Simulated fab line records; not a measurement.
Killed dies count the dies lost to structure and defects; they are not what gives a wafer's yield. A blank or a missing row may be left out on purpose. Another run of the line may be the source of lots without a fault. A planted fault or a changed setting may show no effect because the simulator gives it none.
Which tool is to blame?	flow gf180mcu	13 lots, 39 wafers sampled, at 5 steps of a route of 602

## WHAT THE GAUGES READ, wafer by wafer
GF_STI_CD_MEAS_12: the cd target is 220 nm. Usual: cd_nm 219.9 nm, standard deviation 1.3.
lot	measured	on	cd_nm (nm)	flag
L273	day 2 02:20	cd_sem-01	221.2 220.6 219.8	
L275	day 2 11:32	cd_sem-02	220.6 220.1 221.3	
L278	day 3 03:10	cd_sem-01	220.6 219.0 221.7	
L279	day 3 08:14	cd_sem-01	218.6 217.7 219.5	
L280	day 3 13:49	cd_sem-01	220.5 219.6 218.9	
L288	day 5 07:04	cd_sem-01	219.1 218.8 218.3	
L289	day 5 11:13	cd_sem-02	220.1 218.2 219.4	
L290	day 5 17:37	cd_sem-02	220.3 218.2 219.7	
L292	day 6 04:19	cd_sem-01	219.6 219.2 219.5	
L293	day 6 08:49	cd_sem-02	221.9 220.3 220.0	
L294	day 6 14:10	cd_sem-02	218.4 218.2 219.6	
L295	day 6 18:04	cd_sem-01	219.3 219.5 220.5	
L296	day 7 00:51	cd_sem-01	218.5 218.5 219.0	

GF_STI_THK_MEAS_22. Usual: STI_OXIDATION_01_THK 14.99 nm, standard deviation 0.24.
lot	measured	on	STI_OXIDATION_01_THK (nm)	flag
L273	day 2 04:12	film_metro-01	15.19 14.99 15.24	
L275	day 2 14:17	film_metro-04	14.92 15.02 15.06	
L278	day 3 06:05	film_metro-01	15.33 15.01 15.38	
L279	day 3 11:36	film_metro-02	14.65 14.65 14.61	
L280	day 3 15:41	film_metro-01	15.21 15.10 15.03	
L288	day 5 09:52	film_metro-01	14.97 14.82 14.82	
L289	day 5 13:05	film_metro-04	15.46 15.55 15.07	
L290	day 5 19:47	film_metro-01	15.02 15.27 15.04	
L292	day 6 06:48	film_metro-01	15.08 15.32 15.49	
L293	day 6 11:13	film_metro-01	14.94 15.13 14.73	
L294	day 6 16:03	film_metro-04	15.17 15.07 15.30	
L295	day 6 19:59	film_metro-04	15.11 15.27 15.08	
L296	day 7 02:41	film_metro-04	14.85 14.68 14.75	

GF_HV_LDD_OVL_MEAS_08. Usual: HV_LDD_OVL -0.1 nm, standard deviation 1.5.
lot	measured	on	HV_LDD_OVL (nm)	flag
L273	day 9 23:59	overlay-01	-1.1 0.1 1.0	
L275	day 10 12:08	overlay-02	0.0 1.9 2.2	
L278	day 11 13:29	overlay-02	-1.8 -0.7 -1.2	
L279	day 11 20:53	overlay-02	0.7 0.2 1.4	
L280	day 12 00:35	overlay-01	0.8 1.6 0.9	
L288	day 14 15:02	overlay-02	2.9 2.2 1.0	
L289	day 14 18:14	overlay-01	-1.3 -3.6 -3.6	
L290	day 15 02:26	overlay-01	0.4 0.7 -0.1	
L292	day 15 17:57	overlay-01	1.1 1.5 0.3	
L293	day 16 14:50	overlay-01	0.0 0.4 1.6	
L294	day 16 14:32	overlay-01	1.6 0.1 1.7	
L295	day 16 14:53	overlay-01	-1.5 -2.0 0.2	
L296	day 17 00:15	overlay-02	2.8 0.5 -0.8	

## TOOL THAT RAN EACH LOT (tool first, then ch and the chambers of the sampled wafers, then the start)
lot	GF_STI_ETCH_13	GF_STI_STRIP_15
L273	rie_diel-01 ch 0,1, day 2 02:26	plasma_asher-04 ch 0,1, day 2 02:35
L275	rie_diel-01 ch 0,1,2, day 2 11:38	plasma_asher-02 ch 0,1, day 2 11:47
L278	rie_diel-01 ch 0,2,3, day 3 03:17	plasma_asher-01 ch 0,1, day 3 03:26
L279	rie_diel-01 ch 0,3, day 3 08:20	plasma_asher-02 ch 0,1, day 3 08:29
L280	rie_diel-02 ch 0,1,2, day 3 13:56	plasma_asher-01 ch 0,1, day 3 14:05
L288	rie_diel-04 ch 1,2,3, day 5 07:11	plasma_asher-01 ch 0,1, day 5 07:20
L289	rie_diel-04 ch 0,1,3, day 5 11:20	plasma_asher-02 ch 0,1, day 5 11:29
L290	rie_diel-04 ch 0,1,2, day 5 17:44	plasma_asher-02 ch 0,1, day 5 17:53
L292	rie_diel-04 ch 1,2, day 6 04:23	plasma_asher-01 ch 0,1, day 6 04:35
L293	rie_diel-02 ch 1,2,3, day 6 08:56	plasma_asher-04 ch 0,1, day 6 09:05
L294	rie_diel-02 ch 1,2,3, day 6 14:17	plasma_asher-01 ch 0,1, day 6 14:26
L295	rie_diel-02 ch 1,2, day 6 18:11	plasma_asher-02 ch 0,1, day 6 18:20
L296	rie_diel-02 ch 0,1,2, day 7 00:56	plasma_asher-04 ch 0,1, day 7 01:07
- GF_STI_ETCH_13: etches the open film in CHF3/O2, stops on Si, target depth 282.31 nm, time 112.9 s.
- GF_STI_STRIP_15: strips in O2/N2.

## AS READ BY THE TOOLS THEMSELVES (means over the sampled wafers that have a number; for cases with no such wafer, the mark the record gives instead)
GF_STI_ETCH_13. Usual: drypump_motor_current_A 5.6 A, standard deviation 0.43; oes_product_au 0.835 a.u., standard deviation 0.0053; run_length_s 141.2 s, standard deviation 0.45; throttle_valve_pct 8.809 %, standard deviation 0.01.
lot	tool	drypump_motor_current_A (A)	oes_product_au (a.u.)	run_length_s (s)	throttle_valve_pct (%)	flag
L273	rie_diel-01	5.4	0.838	141.2	8.822	
L275	rie_diel-01	5.6	0.835	141.4	8.813	
L278	rie_diel-01	5.8	0.856	138.1	8.824	OFF
L279	rie_diel-01	5.8	0.862	137.5	8.826	OFF
L280	rie_diel-02	5.7	0.837	141.1	8.812	
L288	rie_diel-04	5.4	0.839	141.1	8.810	
L289	rie_diel-04	5.3	0.832	141.3	8.807	
L290	rie_diel-04	5.5	0.834	141.3	8.810	
L292	rie_diel-04	5.1	0.836	141.0	8.819	
L293	rie_diel-02	5.5	0.836	141.3	8.815	
L294	rie_diel-02	5.5	0.833	141.1	8.810	
L295	rie_diel-02	5.2	0.835	140.9	8.812	
L296	rie_diel-02	5.7	0.824	141.3	8.811	

GF_STI_STRIP_15. Usual: drypump_motor_current_A 5.7 A, standard deviation 0.52; heater_power_w 326 W, standard deviation 14; n2_flow_sccm 300.1 sccm, standard deviation 0.89; oes_product_au 0.383 a.u., standard deviation 0.005; strip_time_to_endpoint_s 3.71 s, standard deviation 0.042.
lot	tool	drypump_motor_current_A (A)	heater_power_w (W)	n2_flow_sccm (sccm)	oes_product_au (a.u.)	strip_time_to_endpoint_s (s)	flag
L273	plasma_asher-04	6.1	316	299.5	0.386	3.73	
L275	plasma_asher-02	5.8	325	300.3	0.384	3.67	
L278	plasma_asher-01	5.4	338	300.7	0.387	3.78	
L279	plasma_asher-02	5.9	324	299.9	0.391	3.80	
L280	plasma_asher-01	5.7	347	300.4	0.382	3.67	
L288	plasma_asher-01	5.7	337	300.9	0.383	3.77	
L289	plasma_asher-02	5.9	327	300.0	0.380	3.70	
L290	plasma_asher-02	5.9	325	300.3	0.384	3.72	
L292	plasma_asher-01	5.7	338	299.9	0.379	3.71	
L293	plasma_asher-04	5.7	309	299.7	0.385	3.70	
L294	plasma_asher-01	5.4	335	299.7	0.382	3.73	
L295	plasma_asher-02	5.8	326	300.3	0.383	3.71	
L296	plasma_asher-04	6.1	315	299.7	0.384	3.72	

## THE ANSWER, worked out from the rows above alone
Rule: a lot is off if the mean of its wafers that have a number lies more than 3 standard deviations from the usual mean. Also off: a lot with no number at a reading for which 4 or more lots have one. All remaining lots with rows at the step are treated as sound. The gauges are gone through in route order, then the tools' own readings, and for those a lot's mean is taken as printed above. At the first step where some lot is off, the reading lying furthest off is the one used; lots without a number count as furthest.
Off: L278, L279, at GF_STI_ETCH_13 (run_length_s).
If a tool, at that step or one of the process steps before it, ran each lot that is off and ran no sound lot following the first of them, it fits. One fits: rie_diel-01 at GF_STI_ETCH_13. A fault onset in the window from L275 (day 2 11:38, its last sound lot) to L278 (day 3 03:17, its first lot off) fits.
The tool's own readings at GF_STI_ETCH_13 bear it out: on the lots that are off they differ by more than 5 times the standard deviation of the sound lots' means. oes_product_au reads 0.859 a.u. there against 0.834 a.u. on the sound lots; run_length_s reads 137.8 s there against 141.2 s on the sound lots.

## WHAT WAS PUT IN BY THE SIMULATOR
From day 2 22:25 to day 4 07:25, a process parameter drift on rie_diel-01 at GF_STI_ETCH_13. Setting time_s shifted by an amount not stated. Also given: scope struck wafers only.
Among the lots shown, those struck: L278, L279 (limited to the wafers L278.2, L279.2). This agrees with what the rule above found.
